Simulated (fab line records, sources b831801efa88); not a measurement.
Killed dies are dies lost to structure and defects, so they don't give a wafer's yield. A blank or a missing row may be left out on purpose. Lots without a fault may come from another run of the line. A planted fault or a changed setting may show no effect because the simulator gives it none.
A struck lot beside a sound one | flow sky130 | 26 steps out of a route of 708
Sound: wafers L629.1, L629.4, L629.6. Struck: wafers L649.2, L649.3, L649.6. The cause comes at the end.
At each step with rows: each side's tool, then ch and its chambers, then its first start. Under that, the readings that differ: sound wafers | struck wafers | difference of the means | sigmas: that difference in standard deviations of wafers without a fault.
alike: readings whose means differ by less than 2 such deviations, and words and numbers that are the same on both sides. not compared: withheld readings, readings that some wafer has no value for, bounds like >300 that may hide the same value, and numbers for which the record gives no deviation and whose values overlap.
The two part at a step that has a row with sigmas, a row that says differs or no value, or rows on one side only. Numbers that don't overlap but have no deviation are shown without sigmas and don't part them. A reading that every wafer of one side lacks parts them only if that side has two wafers or more.

SKY_LDD_N_STRIP_16: strips in O2/N2.
  sound on plasma_asher-04 ch 1, day 17 12:09; struck on plasma_asher-04 ch 0,1, day 25 23:00
  alike: drypump_motor_current_A, o2_flow_sccm, oes_product_au, strip_time_to_endpoint_s
  not compared: rf_hours_counter_h
SKY_LDD_N_TW_MEAS_17:
  sound on film_metro-01, day 17 12:15; struck on film_metro-01, day 25 23:07
  alike: LDD_N_TW
then, 7 steps without rows for these wafers: SKY_LDD_P_DEHYDRATE_00 (time 60 s); SKY_LDD_P_HMDS_01 (prime time 60 s); SKY_LDD_P_COAT_02 (resist thk 1140 nm); SKY_LDD_P_SOFTBAKE_03 (time 60 s); SKY_LDD_P_EXPOSE_04 (exposes mask PSDM, target cd 380 nm); SKY_LDD_P_PEB_05; SKY_LDD_P_DEVELOP_06 (develop time 60 s).
SKY_LDD_P_CD_MEAS_07: target cd 380 nm.
  sound on cd_sem-02, day 18 18:09; struck on cd_sem-01, day 27 03:47
  alike: cd_nm
SKY_LDD_P_OVL_MEAS_08:
  sound on overlay-01, day 18 18:16; struck on overlay-02, day 27 03:53
  alike: LDD_P_OVL
then, 1 step without rows for these wafers: SKY_LDD_P_IMPLANT_09.
SKY_LDD_P_STRIP_10: strips in O2/N2.
  sound on plasma_asher-04 ch 0,1, day 18 18:28; struck on plasma_asher-01 ch 0,1, day 27 04:04
  reading                                    | sound             | struck            | difference                    | sigmas
  oes_product_au (a.u.)                      | 0.718 0.710 0.714 | 0.930 0.927 0.923 | +0.213                        | +45
  strip_time_to_endpoint_s (s)               | 14.26 14.25 14.25 | - - -             | no value on the struck wafers |
  model.NOVOLAK_of_LDD_P_COAT_02.thk_nm (nm) | 0 0 0             | 610 611.1 611.4   | +611                          |
  alike: drypump_motor_current_A, o2_flow_sccm
  not compared: rf_hours_counter_h
SKY_LDD_P_TW_MEAS_11:
  sound on film_metro-02, day 18 18:34; struck on film_metro-04, day 27 04:11
  alike: LDD_P_TW
then, 7 steps without rows for these wafers: SKY_LDD_HVN_DEHYDRATE_00 (time 60 s); SKY_LDD_HVN_HMDS_01 (prime time 60 s); SKY_LDD_HVN_COAT_02 (resist thk 300 nm); SKY_LDD_HVN_SOFTBAKE_03 (time 60 s); SKY_LDD_HVN_EXPOSE_04 (exposes mask HVNTM, target cd 700 nm); SKY_LDD_HVN_PEB_05; SKY_LDD_HVN_DEVELOP_06 (develop time 60 s).
SKY_LDD_HVN_OVL_MEAS_07:
  sound on overlay-02, day 20 00:51; struck on overlay-02, day 28 08:25
  alike: LDD_HVN_OVL
then, 1 step without rows for these wafers: SKY_LDD_HVN_IMPLANT_08.
SKY_LDD_HVN_STRIP_09: strips in O2/N2.
  sound on plasma_asher-02 ch 0,1, day 20 01:02; struck on plasma_asher-04 ch 0, day 28 08:35
  reading                      | sound             | struck               | difference | sigmas
  oes_product_au (a.u.)        | 0.405 0.412 0.401 | 0.708 0.711 0.726    | +0.309     | +67
  strip_time_to_endpoint_s (s) | 4.132 4.114 4.121 | 13.739 13.749 13.773 | +9.631     | +99 or more
  alike: drypump_motor_current_A, o2_flow_sccm
  not compared: rf_hours_counter_h
SKY_LDD_HVN_TW_MEAS_10:
  sound on film_metro-03, day 20 01:08; struck on film_metro-02, day 28 08:55
  reading    | sound          | struck   | difference | sigmas
  LDD_HVN_TW | 1451 1445 1435 | 30 30 30 | -1414      | -99 or more
  not compared: hold
SKY_PAD_OPEN_PROBE_99:
  the record has rows for the sound wafers here (prober-01, day 45 13:05) and none for the struck ones

WHERE THEY PART
First at SKY_LDD_P_STRIP_10; last, within this record, at SKY_PAD_OPEN_PROBE_99.

WHY: what the simulator had put in
Strip aborted: plasma_asher-01, from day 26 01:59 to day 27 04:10, at SKY_LDD_P_STRIP_10. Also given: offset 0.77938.
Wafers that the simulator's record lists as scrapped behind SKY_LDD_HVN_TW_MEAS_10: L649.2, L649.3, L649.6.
